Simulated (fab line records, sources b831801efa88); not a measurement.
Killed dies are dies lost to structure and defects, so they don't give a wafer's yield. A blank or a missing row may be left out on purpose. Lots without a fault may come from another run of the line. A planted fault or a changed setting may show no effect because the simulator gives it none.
Chamber matching | flow sky130 | SKY_CAP2M_CVD_00 on pecvd-02: 3 sister chambers
The step deposits SiO2, target thk 15.5 nm. 16 wafers are shown with their chamber, then 8 later ones without.

WAFERS WITH THEIR CHAMBER
wafer  | chamber | heater_power_outer_w (W) | heater_power_w (W)
L078.1 | 0       | 410                      | 674
L078.4 | 1       | 465                      | 783
L078.5 | 2       | 384                      | 665
L083.1 | 0       | 450                      | 730
L083.2 | 1       | 488                      | 827
L083.3 | 1       | 484                      | 811
L085.1 | 2       | 321                      | 571
L085.2 | 1       | 471                      | 770
L085.6 | 2       | 320                      | 576
L087.2 | 0       | 457                      | 760
L087.4 | 0       | 455                      | 749
L087.6 | 2       | 396                      | 675
L088.3 | 1       | 432                      | 725
L088.4 | 1       | 430                      | 722
L088.6 | 0       | 428                      | 754
L090.2 | 1       | 498                      | 826

SIGNATURES (means of the wafers above)
reading              | chamber 0 | chamber 1 | chamber 2 | scatter within a chamber
heater_power_outer_w | 440.00    | 466.86    | 355.25    | 28.9
heater_power_w       | 733.40    | 780.57    | 621.75    | 44.8
Rule: a wafer's distance from a chamber is the root of the sum, over the readings, of the square of ((its reading less the chamber's mean) divided by the reading's scatter). The wafer belongs to the nearest chamber; if the next one is less than 2 further off, it can't be placed. The scatter: the root of (the sum of the squares of (reading less its chamber's mean) over the shown wafers, divided by (wafers less chambers)).

WAFERS WITHOUT THEIR CHAMBER
wafer  | heater_power_outer_w (W) | heater_power_w (W)
L090.3 | 438                      | 757
L090.4 | 497                      | 806
L094.3 | 462                      | 779
L094.4 | 402                      | 688
L094.6 | 343                      | 581
L096.1 | 443                      | 760
L096.2 | 464                      | 787
L096.5 | 457                      | 749

WHICH CHAMBER EACH WENT THROUGH
wafer  | from the rows above          | in truth
L090.3 | can't be placed: 0 or 1      | 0
L090.4 | can't be placed: 1 or 0      | 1
L094.3 | can't be placed: 1 or 0      | 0
L094.4 | can't be placed: 0 or 2 or 1 | 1
L094.6 | 2                            | 2
L096.1 | can't be placed: 0 or 1      | 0
L096.2 | can't be placed: 1 or 0      | 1
L096.5 | can't be placed: 0 or 1      | 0
Placed correctly: 1 of 8. Can't be placed from these rows: 7 (the true chamber is among the candidates in 7). Placed wrongly: 0.
